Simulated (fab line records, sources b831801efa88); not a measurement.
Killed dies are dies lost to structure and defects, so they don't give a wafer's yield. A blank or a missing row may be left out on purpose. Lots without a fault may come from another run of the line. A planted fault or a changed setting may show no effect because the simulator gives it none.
A struck lot beside a sound one | flow gf180mcu | 14 steps out of a route of 602
Sound: wafers L850.1, L850.3, L850.4. Struck: wafers L851.2, L851.4, L851.6. The cause comes at the end.
At each step with rows: each side's tool, then ch and its chambers, then its first start. Under that, the readings that differ: sound wafers | struck wafers | difference of the means | sigmas: that difference in standard deviations of wafers without a fault.
alike: readings whose means differ by less than 2 such deviations, and words and numbers that are the same on both sides. not compared: withheld readings, readings that some wafer has no value for, bounds like >300 that may hide the same value, and numbers for which the record gives no deviation and whose values overlap.
The two part at a step that has a row with sigmas, a row that says differs or no value, or rows on one side only. Numbers that don't overlap but have no deviation are shown without sigmas and don't part them. A reading that every wafer of one side lacks parts them only if that side has two wafers or more.

GF_STI_THK_MEAS_24:
  sound on film_metro-02, day 3 06:03; struck on film_metro-03, day 3 11:32
  alike: STI_CVD_23_THK
GF_STI_CMP_25: polishes, stops on Si3N4, t overpolish 33 s, target thk 524.6 nm.
  sound on cmp-01 ch 1,2,3, day 3 06:07; struck on cmp-01 ch 0,2, day 3 11:38
  alike: motor_current_A, overpolish_run_s, time_to_endpoint_s
then, 4 steps without rows for these wafers: GF_STI_WET_ETCH_26 (etches SiO2 in dHF, target depth 94 nm, time 188 s); GF_STI_WET_ETCH_27 (etches Si3N4 in H3PO4, target depth 160 nm, time 1825 s); GF_STI_WET_ETCH_28 (etches SiO2 in dHF, target depth 20 nm, time 40 s); GF_STI_OXIDATION_29 (stabilise 600 s, purge 300 s, target thk 10 nm).
GF_STI_THK_MEAS_30:
  sound on film_metro-03, day 3 08:24; struck on film_metro-01, day 3 13:56
  alike: STI_OXIDATION_02_THK
then, 5 steps without rows for these wafers: GF_DNWELL_DEHYDRATE_00 (time 60 s); GF_DNWELL_HMDS_01 (prime time 60 s); GF_DNWELL_COAT_02 (resist thk 3000 nm); GF_DNWELL_SOFTBAKE_03; GF_DNWELL_EXPOSE_04 (exposes mask DNWELL, target cd 1700 nm).
GF_DNWELL_PEB_05:
  sound on litho_track-02 ch 0, day 3 21:00; struck on litho_track-02, day 4 02:00
  no value came back on the struck wafers for chill_plate_temp_C (C), exhaust_pa (Pa), resist_line_temp_C (C); on the sound wafers chill_plate_temp_C (C) reads 23.25 23.23 23.02
then, 1 step without rows for these wafers: GF_DNWELL_DEVELOP_06 (develop time 60 s).

WHERE THEY PART
Only at GF_DNWELL_PEB_05, within this record.

WHY: what the simulator had put in
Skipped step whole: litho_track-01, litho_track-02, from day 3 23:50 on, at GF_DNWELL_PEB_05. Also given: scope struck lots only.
